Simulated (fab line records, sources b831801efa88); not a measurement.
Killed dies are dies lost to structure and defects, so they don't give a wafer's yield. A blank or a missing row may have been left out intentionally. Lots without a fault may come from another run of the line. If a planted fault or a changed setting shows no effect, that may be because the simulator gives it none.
The same fault as seen by 2 desks :: flow sky130 :: each desk holds nothing but its own numbers, with what lay behind them at the end

THE TOOL OWNER'S DESK: furnace-01
The tool's own readings at SKY_GATE_OXIDE_OXIDATION_16 (stabilise 600 s, purge 300 s, target thk 3.57 nm): means of the sampled wafers that have a number, for each lot that ran on this tool. If a lot's mean is further than 4 standard deviations from the usual mean, the lot is out of limits and carries the mark OUT (the distance appears in the brackets).
Columns: A = zonePowerTopPct at SKY_GATE_OXIDE_OXIDATION_16, usual 28.8 %
lot: L815
first seen here: day 17 23:16
A: 29.9

lot: L817
first seen here: day 18 20:13
A: 29.7

lot: L820
first seen here: day 20 00:00
A: 30.3
This desk found nothing out of limits on any of the 3 lots.

FROM THE METROLOGY DESK
What the gauges read for every lot (on any tool): the sampled wafers with a number, averaged. If a lot's mean is further than 4 standard deviations from the usual mean, the lot is out of limits and carries the mark OUT (the distance appears in the brackets).
Columns: A = GATE_OXIDE_OVL at SKY_GATE_OXIDE_OVL_MEAS_10, usual 0.6 nm; B = GATE_OXIDE_TW at SKY_GATE_OXIDE_TW_MEAS_14, usual 226.3
lot: L806
first seen here: day 14 17:33
A: 0.9
B: 226.9

lot: L814
first seen here: day 17 12:19
A: 0.7
B: 224.7

lot: L815
first seen here: day 17 20:19
A: -0.4
B: 225.1

lot: L817
first seen here: day 18 19:42
A: 0.0
B: 227.4

lot: L819
first seen here: day 19 18:59
A: -0.1
B: 225.6

lot: L820
first seen here: day 19 22:58
A: -0.7
B: 226.3
This desk found nothing out of limits on any of the 6 lots.

TAKEN TOGETHER
Nothing out of limits was seen by the tool owner's desk.
From the metrology desk's view, nothing was out of limits.

WHAT THE SIMULATOR HAD PUT IN
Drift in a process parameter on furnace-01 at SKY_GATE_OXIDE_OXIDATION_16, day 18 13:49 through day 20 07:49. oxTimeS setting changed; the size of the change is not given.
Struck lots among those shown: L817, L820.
